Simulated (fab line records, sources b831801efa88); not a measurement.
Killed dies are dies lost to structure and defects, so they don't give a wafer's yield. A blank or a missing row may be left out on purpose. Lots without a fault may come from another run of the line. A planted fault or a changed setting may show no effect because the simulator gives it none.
A struck lot beside a sound one | flow sky130 | 21 steps out of a route of 708
Sound: wafers L831.3, L831.4, L831.6. Struck: wafers L836.1, L836.5, L836.6. The cause comes at the end.
At each step with rows: each side's tool, then ch and its chambers, then its first start. Under that, the readings that differ: sound wafers | struck wafers | difference of the means | sigmas: that difference in standard deviations of wafers without a fault.
alike: readings whose means differ by less than 2 such deviations, and words and numbers that are the same on both sides. not compared: withheld readings, readings that some wafer has no value for, bounds like >300 that may hide the same value, and numbers for which the record gives no deviation and whose values overlap.
The two part at a step that has a row with sigmas, a row that says differs or no value, or rows on one side only. Numbers that don't overlap but have no deviation are shown without sigmas and don't part them. A reading that every wafer of one side lacks parts them only if that side has two wafers or more.

SKY_NWELL_OVL_MEAS_23:
  sound on overlay-01, day 5 17:30; struck on overlay-02, day 6 22:56
  reading           | sound          | struck      | difference | sigmas
  NWELL_01_OVL (nm) | -1.4 -1.5 -3.0 | 1.5 0.4 0.6 | +2.8       | +2
then, 1 step without rows for these wafers: SKY_NWELL_IMPLANT_24.
SKY_NWELL_STRIP_25: strips in O2/N2.
  sound on plasma_asher-02 ch 0,1, day 5 17:47; struck on plasma_asher-01 ch 0,1, day 6 23:07
  alike: drypump_motor_current_A, oes_product_au, strip_time_to_endpoint_s
  not compared: rf_hours_counter_h
SKY_NWELL_TW_MEAS_26:
  sound on film_metro-04, day 5 17:53; struck on film_metro-02, day 6 23:13
  alike: NWELL_2_TW
then, 1 step without rows for these wafers: SKY_NWELL_CLEAN_27 (cleans in SC1/SC2, time 150 s).
SKY_NWELL_RTA_28: time 30 s.
  sound on rtp_anneal-02 ch 0, day 5 18:00; struck on rtp_anneal-02 ch 0, day 6 23:20
  alike: lamp_power_pct, wafer_temp_C_max
SKY_NWELL_RS_MEAS_29: measures by four-point-probe.
  sound on film_metro-02, day 5 18:07; struck on film_metro-01, day 6 23:26
  reading           | sound             | struck            | difference | sigmas
  NWELL_RS (ohm/sq) | 625.3 626.0 624.1 | 620.7 621.0 621.7 | -4.0       | -3
SKY_NWELL_RS_MEAS_31: measures by four-point-probe.
  sound on film_metro-02, day 5 18:21; struck on film_metro-01, day 6 23:40
  alike: PWDE_RS
then, 3 steps without rows for these wafers: SKY_VT_ADJUST_HVTP_DEHYDRATE_00 (time 60 s); SKY_VT_ADJUST_HVTP_HMDS_01 (prime time 60 s); SKY_VT_ADJUST_HVTP_COAT_02 (resist thk 1140 nm).
SKY_VT_ADJUST_HVTP_SOFTBAKE_03: time 60 s.
  sound on litho_track-04 ch 0, day 6 02:41; struck on litho_track-04 ch 0, day 7 09:17
  reading                  | sound             | struck            | difference | sigmas
  heater_power_total_W (W) | 56.62 56.59 56.61 | 54.13 54.10 54.08 | -2.50      | -57
  plate_temp_C (C)         | 89.74 89.70 89.85 | 87.21 87.11 87.28 | -2.56      | -20
then, 2 steps without rows for these wafers: SKY_VT_ADJUST_HVTP_EXPOSE_04 (exposes mask HVTPM, target cd 380 nm); SKY_VT_ADJUST_HVTP_PEB_05.
SKY_VT_ADJUST_HVTP_DEVELOP_06: develop time 60 s.
  sound on litho_track-04 ch 0, day 6 11:38; struck on litho_track-02 ch 0, day 7 19:11
  reading                                             | sound          | struck         | difference | sigmas
  model.NOVOLAK_of_VT_ADJUST_HVTP_COAT_02.thk_nm (nm) | 1139 1141 1137 | 1148 1146 1152 | +10        |
  alike: developer_temp_C
SKY_VT_ADJUST_HVTP_CD_MEAS_07: target cd 380 nm.
  sound on cd_sem-01, day 6 11:47; struck on cd_sem-01, day 7 19:20
  alike: cd_nm
SKY_VT_ADJUST_HVTP_OVL_MEAS_08:
  sound on overlay-02, day 6 11:52; struck on overlay-02, day 7 19:27
  alike: VT_ADJUST_HVTP_OVL
then, 1 step without rows for these wafers: SKY_VT_ADJUST_HVTP_IMPLANT_09.
SKY_VT_ADJUST_HVTP_STRIP_10: strips in O2/N2.
  sound on plasma_asher-01 ch 0,1, day 6 12:05; struck on plasma_asher-04 ch 0,1, day 7 19:38
  reading                      | sound             | struck            | difference | sigmas
  oes_product_au (a.u.)        | 0.712 0.713 0.708 | 0.727 0.721 0.719 | +0.011     | +3
  strip_time_to_endpoint_s (s) | 14.17 14.21 14.14 | 14.27 14.27 14.29 | +0.10      | +3
  alike: drypump_motor_current_A
  not compared: rf_hours_counter_h
SKY_VT_ADJUST_HVTP_TW_MEAS_11:
  sound on film_metro-03, day 6 12:10; struck on film_metro-04, day 7 19:44
  alike: VT_ADJUST_HVTP_TW
then, 1 step without rows for these wafers: SKY_PAD_OPEN_PROBE_99.

WHERE THEY PART
First at SKY_NWELL_OVL_MEAS_23; last, within this record, at SKY_VT_ADJUST_HVTP_STRIP_10. Later steps at which nothing parts them and some readings are alike: SKY_VT_ADJUST_HVTP_TW_MEAS_11.

WHY: what the simulator had put in
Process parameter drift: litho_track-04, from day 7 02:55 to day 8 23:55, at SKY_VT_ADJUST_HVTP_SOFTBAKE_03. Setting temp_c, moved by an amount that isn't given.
